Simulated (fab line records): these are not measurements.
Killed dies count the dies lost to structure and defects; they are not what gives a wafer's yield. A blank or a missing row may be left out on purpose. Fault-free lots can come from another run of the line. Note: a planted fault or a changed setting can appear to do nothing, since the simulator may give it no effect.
Chamber matching / flow sfqLine / SFQ_TRILAYER_A5B_CMP_CMP_130 on cmp-01: 4 sister chambers
The step polishes, stops on Nb, target thk 340.7 nm. 8 wafers are shown with their chamber, then 7 later ones without.

WAFERS WITH THEIR CHAMBER
wafer=L870.1; chamber=3; motorCurrentA (A)=8.3; slurryFlowMlMin=149.0
wafer=L870.3; chamber=1; motorCurrentA (A)=9.5; slurryFlowMlMin=150.4
wafer=L871.6; chamber=1; motorCurrentA (A)=9.8; slurryFlowMlMin=149.3
wafer=L880.3; chamber=3; motorCurrentA (A)=8.6; slurryFlowMlMin=150.8
wafer=L880.2; chamber=2; motorCurrentA (A)=12.4; slurryFlowMlMin=150.7
wafer=L880.6; chamber=0; motorCurrentA (A)=8.4; slurryFlowMlMin=150.7
wafer=L881.2; chamber=2; motorCurrentA (A)=12.4; slurryFlowMlMin=149.9
wafer=L881.3; chamber=0; motorCurrentA (A)=8.6; slurryFlowMlMin=150.1

WAFERS WHOSE CHAMBER IS MISSING
wafer=L881.6; motorCurrentA (A)=8.3; slurryFlowMlMin=149.6
wafer=L889.1; motorCurrentA (A)=8.5; slurryFlowMlMin=148.9
wafer=L889.2; motorCurrentA (A)=9.7; slurryFlowMlMin=149.4
wafer=L889.6; motorCurrentA (A)=8.5; slurryFlowMlMin=148.9
wafer=L890.1; motorCurrentA (A)=11.8; slurryFlowMlMin=148.9
wafer=L890.2; motorCurrentA (A)=8.2; slurryFlowMlMin=149.7
wafer=L890.3; motorCurrentA (A)=9.5; slurryFlowMlMin=150.1

WHICH CHAMBER EACH WENT THROUGH
wafer=L881.6; from the rows above=can't be placed: 3 or 0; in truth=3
wafer=L889.1; from the rows above=can't be placed: 3 or 0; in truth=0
wafer=L889.2; from the rows above=1; in truth=1
wafer=L889.6; from the rows above=can't be placed: 3 or 0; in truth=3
wafer=L890.1; from the rows above=2; in truth=2
wafer=L890.2; from the rows above=can't be placed: 3 or 0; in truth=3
wafer=L890.3; from the rows above=1; in truth=1
Correct placement for 3 of the 7. Cannot be placed on the basis of these rows: 4; the candidates contain the true chamber in 4. Placed wrongly: 0.
How it was worked out, from the rows above alone: a wafer's distance from a chamber is the root of the sum, over the readings, of the square of ((its reading less the chamber's mean) divided by the reading's scatter). If the next closest chamber is less than 2 further off than the closest, the wafer can't be placed; otherwise it belongs to the closest. The mean given for a chamber averages the wafers shown for that chamber. The scatter is the square root of a quotient: the sum, over the shown wafers, of each reading's squared deviation from its chamber's mean, divided by wafers minus chambers.
